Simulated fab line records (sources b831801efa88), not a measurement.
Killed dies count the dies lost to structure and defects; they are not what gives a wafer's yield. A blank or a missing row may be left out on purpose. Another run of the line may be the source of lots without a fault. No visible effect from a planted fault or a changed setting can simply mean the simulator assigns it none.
Matching of chambers || flow sky130 || SKY_CONTACT_CMP_27 on cmp-02: 4 sister chambers
The step polishes, stops on SiO2, t overpolish 15 s, target thk 0 nm. 16 wafers are shown with their chamber, then 8 later ones without.

WAFERS WITH THEIR CHAMBER
{"wafer": "L902.2", "chamber": 2, "motorCurrentA (A)": 12.9, "timeToEndpointS (s)": 83, "headPressurePsi (psi)": 3.496}
{"wafer": "L902.4", "chamber": 0, "motorCurrentA (A)": 9.5, "timeToEndpointS (s)": 83, "headPressurePsi (psi)": 3.497}
{"wafer": "L902.6", "chamber": 1, "motorCurrentA (A)": 11.2, "timeToEndpointS (s)": 78, "headPressurePsi (psi)": 3.513}
{"wafer": "L905.2", "chamber": 1, "motorCurrentA (A)": 10.6, "timeToEndpointS (s)": 78, "headPressurePsi (psi)": 3.507}
{"wafer": "L905.4", "chamber": 2, "motorCurrentA (A)": 13.5, "timeToEndpointS (s)": 84, "headPressurePsi (psi)": 3.503}
{"wafer": "L905.5", "chamber": 0, "motorCurrentA (A)": 9.5, "timeToEndpointS (s)": 87, "headPressurePsi (psi)": 3.499}
{"wafer": "L908.2", "chamber": 0, "motorCurrentA (A)": 9.5, "timeToEndpointS (s)": 81, "headPressurePsi (psi)": 3.494}
{"wafer": "L908.3", "chamber": 1, "motorCurrentA (A)": 10.8, "timeToEndpointS (s)": 77, "headPressurePsi (psi)": 3.494}
{"wafer": "L908.4", "chamber": 3, "motorCurrentA (A)": 10.0, "timeToEndpointS (s)": 77, "headPressurePsi (psi)": 3.510}
{"wafer": "L909.1", "chamber": 2, "motorCurrentA (A)": 13.1, "timeToEndpointS (s)": 80, "headPressurePsi (psi)": 3.504}
{"wafer": "L909.4", "chamber": 0, "motorCurrentA (A)": 9.6, "timeToEndpointS (s)": 83, "headPressurePsi (psi)": 3.504}
{"wafer": "L909.5", "chamber": 0, "motorCurrentA (A)": 9.6, "timeToEndpointS (s)": 85, "headPressurePsi (psi)": 3.489}
{"wafer": "L910.3", "chamber": 1, "motorCurrentA (A)": 11.4, "timeToEndpointS (s)": 76, "headPressurePsi (psi)": 3.505}
{"wafer": "L910.4", "chamber": 0, "motorCurrentA (A)": 10.1, "timeToEndpointS (s)": 81, "headPressurePsi (psi)": 3.497}
{"wafer": "L910.5", "chamber": 1, "motorCurrentA (A)": 10.5, "timeToEndpointS (s)": 73, "headPressurePsi (psi)": 3.502}
{"wafer": "L914.1", "chamber": 1, "motorCurrentA (A)": 11.4, "timeToEndpointS (s)": 76, "headPressurePsi (psi)": 3.501}

SIGNATURES, as means of the wafers listed above
{"reading": "motorCurrentA", "chamber 0": 9.633, "chamber 1": 10.983, "chamber 2": 13.167, "chamber 3": 10.000, "scatter within a chamber": 0.325}
{"reading": "timeToEndpointS", "chamber 0": 83.33, "chamber 1": 76.33, "chamber 2": 82.33, "chamber 3": 77.00, "scatter within a chamber": 2.11}
{"reading": "headPressurePsi", "chamber 0": 3.49667, "chamber 1": 3.50367, "chamber 2": 3.50100, "chamber 3": 3.51000, "scatter within a chamber": 0.00553}
Rule: a wafer lies at a distance from a chamber equal to the root of the sum of squares, over the readings, of (its reading less the chamber's mean, divided by the reading's scatter). The wafer belongs to the nearest chamber; if the next one is less than 2 further off, it can't be placed. The scatter: take each reading less its chamber's mean, square it, sum over the shown wafers, divide by the number of wafers less the number of chambers, and take the root.

WAFERS WHOSE CHAMBER IS MISSING
{"wafer": "L914.2", "motorCurrentA (A)": 9.5, "timeToEndpointS (s)": 85, "headPressurePsi (psi)": 3.497}
{"wafer": "L914.5", "motorCurrentA (A)": 13.0, "timeToEndpointS (s)": 84, "headPressurePsi (psi)": 3.517}
{"wafer": "L916.1", "motorCurrentA (A)": 10.0, "timeToEndpointS (s)": 80, "headPressurePsi (psi)": 3.508}
{"wafer": "L916.2", "motorCurrentA (A)": 13.5, "timeToEndpointS (s)": 80, "headPressurePsi (psi)": 3.495}
{"wafer": "L916.4", "motorCurrentA (A)": 10.9, "timeToEndpointS (s)": 78, "headPressurePsi (psi)": 3.499}
{"wafer": "L917.4", "motorCurrentA (A)": 9.4, "timeToEndpointS (s)": 85, "headPressurePsi (psi)": 3.506}
{"wafer": "L917.5", "motorCurrentA (A)": 11.3, "timeToEndpointS (s)": 78, "headPressurePsi (psi)": 3.504}
{"wafer": "L917.6", "motorCurrentA (A)": 13.6, "timeToEndpointS (s)": 82, "headPressurePsi (psi)": 3.498}

WHICH CHAMBER EACH ONE RAN IN
{"wafer": "L914.2", "from the rows above": 0, "in truth": 0}
{"wafer": "L914.5", "from the rows above": 2, "in truth": 2}
{"wafer": "L916.1", "from the rows above": "can't be placed: 3 or 0", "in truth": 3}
{"wafer": "L916.2", "from the rows above": 2, "in truth": 2}
{"wafer": "L916.4", "from the rows above": 1, "in truth": 1}
{"wafer": "L917.4", "from the rows above": 0, "in truth": 0}
{"wafer": "L917.5", "from the rows above": 1, "in truth": 1}
{"wafer": "L917.6", "from the rows above": 2, "in truth": 2}
Correct placement for 7 of the 8. Not placeable from these rows: 1 (in 1, the candidates include the true chamber). Number placed wrongly: 0.
